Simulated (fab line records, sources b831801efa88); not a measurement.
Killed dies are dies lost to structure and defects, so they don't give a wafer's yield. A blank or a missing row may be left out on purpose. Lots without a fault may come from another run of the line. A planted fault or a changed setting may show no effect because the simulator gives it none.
A struck lot beside a sound one | flow gf180mcu | 26 steps out of a route of 602
Sound: wafers L400.3, L400.5, L400.6. Struck: wafers L386.2, L386.5, L386.6. The cause comes at the end.
At each step with rows: each side's tool, then ch and its chambers, then its first start. Under that, the readings that differ: sound wafers | struck wafers | difference of the means | sigmas: that difference in standard deviations of wafers without a fault.
alike: readings whose means differ by less than 2 such deviations, and words and numbers that are the same on both sides. not compared: withheld readings, readings that some wafer has no value for, bounds like >300 that may hide the same value, and numbers for which the record gives no deviation and whose values overlap.
The two part at a step that has a row with sigmas, a row that says differs or no value, or rows on one side only. Numbers that don't overlap but have no deviation are shown without sigmas and don't part them. A reading that every wafer of one side lacks parts them only if that side has two wafers or more.

GF_MVSD_STRIP_10: strips in O2/N2.
  sound on plasma_asher-04 ch 0,1, day 9 07:25; struck on plasma_asher-02 ch 0,1, day 5 22:56
  reading                      | sound             | struck            | difference | sigmas
  strip_time_to_endpoint_s (s) | 37.12 37.11 37.15 | 36.80 37.08 36.90 | -0.20      | -2
  alike: chamber_pressure_mTorr, drypump_motor_current_A, heater_power_w, oes_product_au
  not compared: rf_hours_counter_h
GF_MVSD_TW_MEAS_11:
  sound on film_metro-04, day 9 07:31; struck on film_metro-02, day 5 23:02
  reading | sound          | struck         | difference | sigmas
  MVSD_TW | 1552 1551 1544 | 1595 1582 1589 | +40        | +2
then, 7 steps without rows for these wafers: GF_MVPSD_DEHYDRATE_00 (time 60 s); GF_MVPSD_HMDS_01 (prime time 60 s); GF_MVPSD_COAT_02 (resist thk 3000 nm); GF_MVPSD_SOFTBAKE_03; GF_MVPSD_EXPOSE_04 (exposes mask MVPSD, target cd 1000 nm); GF_MVPSD_PEB_05; GF_MVPSD_DEVELOP_06 (develop time 60 s).
GF_MVPSD_OVL_MEAS_07:
  sound on overlay-02, day 10 01:38; struck on overlay-02, day 6 14:16
  alike: MVPSD_OVL
then, 2 steps without rows for these wafers: GF_MVPSD_IMPLANT_08; GF_MVPSD_IMPLANT_09.
GF_MVPSD_STRIP_10: strips in O2/N2.
  sound on plasma_asher-03 ch 0,1, day 10 01:59; struck on plasma_asher-04 ch 0,1, day 6 14:36
  no value came back on the struck wafers for any of 5 readings (chamber_pressure_mTorr (mTorr), drypump_motor_current_A (A) and others); on the sound wafers chamber_pressure_mTorr (mTorr) reads 1500.2 1499.9 1500.8
  reading                                 | sound | struck         | difference | sigmas
  model.coat_of_MVPSD_COAT_02.thk_nm (nm) | 0 0 0 | 3007 2997 2993 | +2999      |
  not compared: rf_hours_counter_h
GF_MVPSD_TW_MEAS_11:
  sound on film_metro-04, day 10 02:04; struck on film_metro-02, day 6 14:43
  reading  | sound       | struck      | difference | sigmas
  MVPSD_TW | 542 544 543 | 555 557 561 | +15        | +2
then, 7 steps without rows for these wafers: GF_VT_IMPLANT_DEHYDRATE_00 (time 60 s); GF_VT_IMPLANT_HMDS_01 (prime time 60 s); GF_VT_IMPLANT_COAT_02 (resist thk 1000 nm); GF_VT_IMPLANT_SOFTBAKE_03 (time 60 s); GF_VT_IMPLANT_EXPOSE_04 (exposes mask LVPWELL LV AREA, target cd 600 nm); GF_VT_IMPLANT_PEB_05; GF_VT_IMPLANT_DEVELOP_06 (develop time 60 s).
GF_VT_IMPLANT_OVL_MEAS_07:
  sound on overlay-02, day 10 19:58; struck on overlay-02, day 7 05:40
  alike: VT_IMPLANT_OVL
then, 1 step without rows for these wafers: GF_VT_IMPLANT_IMPLANT_08.
GF_VT_IMPLANT_STRIP_09: strips in O2/N2.
  sound on plasma_asher-01 ch 0,1, day 10 20:10; struck on plasma_asher-03 ch 0,1, day 7 05:51
  reading                      | sound                | struck               | difference | sigmas
  oes_product_au (a.u.)        | 0.713 0.716 0.719    | 0.741 0.726 0.734    | +0.018     | +3
  strip_time_to_endpoint_s (s) | 12.685 12.635 12.639 | 57.277 57.125 57.063 | +44.502    | +99 or more
  alike: chamber_pressure_mTorr, drypump_motor_current_A, heater_power_w
  not compared: rf_hours_counter_h
GF_VT_IMPLANT_TW_MEAS_10:
  sound on film_metro-02, day 10 20:15; struck on film_metro-02, day 7 05:58
  reading       | sound       | struck   | difference | sigmas
  VT_IMPLANT_TW | 564 565 565 | 30 30 30 | -535       | -85
then, 1 step without rows for these wafers: GF_VT_IMPLANT_DEHYDRATE_11 (time 60 s).

WHERE THEY PART
First at GF_MVSD_STRIP_10; last, within this record, at GF_VT_IMPLANT_TW_MEAS_10.

WHY: what the simulator had put in
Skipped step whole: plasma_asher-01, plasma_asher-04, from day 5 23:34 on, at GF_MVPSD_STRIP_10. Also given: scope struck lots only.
